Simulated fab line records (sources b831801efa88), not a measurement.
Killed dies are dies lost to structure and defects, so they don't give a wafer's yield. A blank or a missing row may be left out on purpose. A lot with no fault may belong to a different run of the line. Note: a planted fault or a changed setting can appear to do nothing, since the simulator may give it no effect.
Matching of chambers / flow gf180mcu / GF_STI_ETCH_14 on rie-si-02: 4 sister chambers
The step etches Si in HBr/Cl2/O2, target depth 360 nm, time 102.9 s. 7 wafers are shown with their chamber, then 7 later ones without.

== WAFERS PAIRED WITH THEIR CHAMBERS ==
wafer=L379.3; chamber=2; oes-product-au (a.u.)=1.011; throttle-valve-pct (%)=25.649
wafer=L389.6; chamber=3; oes-product-au (a.u.)=1.006; throttle-valve-pct (%)=25.645
wafer=L390.2; chamber=0; oes-product-au (a.u.)=1.022; throttle-valve-pct (%)=25.633
wafer=L390.3; chamber=3; oes-product-au (a.u.)=0.992; throttle-valve-pct (%)=25.650
wafer=L390.5; chamber=1; oes-product-au (a.u.)=0.990; throttle-valve-pct (%)=25.667
wafer=L392.1; chamber=1; oes-product-au (a.u.)=0.991; throttle-valve-pct (%)=25.655
wafer=L392.2; chamber=0; oes-product-au (a.u.)=1.002; throttle-valve-pct (%)=25.654

== WAFERS MISSING THEIR CHAMBER ==
wafer=L392.6; oes-product-au (a.u.)=1.002; throttle-valve-pct (%)=25.650
wafer=L397.1; oes-product-au (a.u.)=0.998; throttle-valve-pct (%)=25.677
wafer=L397.3; oes-product-au (a.u.)=0.992; throttle-valve-pct (%)=25.660
wafer=L397.4; oes-product-au (a.u.)=0.998; throttle-valve-pct (%)=25.653
wafer=L400.1; oes-product-au (a.u.)=1.010; throttle-valve-pct (%)=25.663
wafer=L400.4; oes-product-au (a.u.)=0.988; throttle-valve-pct (%)=25.654
wafer=L400.6; oes-product-au (a.u.)=0.995; throttle-valve-pct (%)=25.645

== WHICH CHAMBER EACH WENT THROUGH ==
wafer=L392.6; from the rows above=can't be placed: 3 or 2 or 0 or 1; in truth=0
wafer=L397.1; from the rows above=can't be placed: 1 or 3 or 2 or 0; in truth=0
wafer=L397.3; from the rows above=can't be placed: 1 or 3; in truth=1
wafer=L397.4; from the rows above=can't be placed: 3 or 1 or 2 or 0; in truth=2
wafer=L400.1; from the rows above=can't be placed: 2 or 3 or 0 or 1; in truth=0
wafer=L400.4; from the rows above=can't be placed: 1 or 3 or 2 or 0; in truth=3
wafer=L400.6; from the rows above=can't be placed: 3 or 1 or 2 or 0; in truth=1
Correctly placed: 0 of 7. Unplaceable from these rows: 7, with the true chamber sitting among the candidates in 7. Wrongly placed: 0.
How it was worked out, from the rows above alone: a wafer's distance from a chamber is the root of the sum, over the readings, of the square of ((its reading less the chamber's mean) divided by the reading's scatter). The wafer belongs to the nearest chamber; if the next one is less than 2 further off, it can't be placed. Each chamber's mean is taken over the wafers shown for it. How the scatter is found: for the shown wafers, subtract from each reading the mean of its chamber, square and add these, divide the total by (wafers less chambers), then take the root.
